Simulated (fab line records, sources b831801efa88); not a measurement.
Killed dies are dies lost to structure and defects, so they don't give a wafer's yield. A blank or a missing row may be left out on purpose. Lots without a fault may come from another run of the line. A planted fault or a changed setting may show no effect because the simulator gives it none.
Chamber matching | flow sky130 | SKY_VIA4_CMP_21 on cmp-01: 4 sister chambers
The step polishes, stops on SiO2, t overpolish 25 s, target thk 0 nm. 4 wafers are shown with their chamber, then 12 later ones without.

WAFERS WITH THEIR CHAMBER
wafer  | chamber | motor_current_A (A)
L086.6 | 0       | 11.9
L089.1 | 1       | 10.3
L089.2 | 2       | 12.0
L089.4 | 3       | 11.6

WAFERS WITHOUT THEIR CHAMBER
wafer  | motor_current_A (A)
L092.2 | 11.7
L092.3 | 11.3
L092.5 | 12.0
L093.1 | 10.3
L093.2 | 10.8
L093.3 | 11.2
L095.1 | 11.5
L095.3 | 10.1
L095.4 | 11.0
L096.2 | 11.8
L096.3 | 10.3
L096.5 | 11.7

WHICH CHAMBER EACH WENT THROUGH
wafer  | from the rows above               | in truth
L092.2 | can't be placed: 3 or 0 or 2      | 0
L092.3 | can't be placed: 3 or 0 or 2      | 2
L092.5 | can't be placed: 2 or 0 or 3      | 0
L093.1 | 1                                 | 1
L093.2 | can't be placed: 1 or 3           | 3
L093.3 | can't be placed: 3 or 0 or 2 or 1 | 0
L095.1 | can't be placed: 3 or 0 or 2      | 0
L095.3 | 1                                 | 1
L095.4 | can't be placed: 3 or 1 or 0 or 2 | 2
L096.2 | can't be placed: 0 or 2 or 3      | 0
L096.3 | 1                                 | 1
L096.5 | can't be placed: 3 or 0 or 2      | 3
Placed correctly: 3 of 12. Can't be placed from these rows: 9 (the true chamber is among the candidates in 9). Placed wrongly: 0.
How it was worked out, from the rows above alone: a wafer's distance from a chamber is the root of the sum, over the readings, of the square of ((its reading less the chamber's mean) divided by the reading's scatter). The wafer belongs to the nearest chamber; if the next one is less than 2 further off, it can't be placed. A chamber's mean is the mean of its shown wafers. The scatter: with one shown wafer a chamber, the root of the mean of the squares of how far each hidden wafer lies from its nearest shown one.
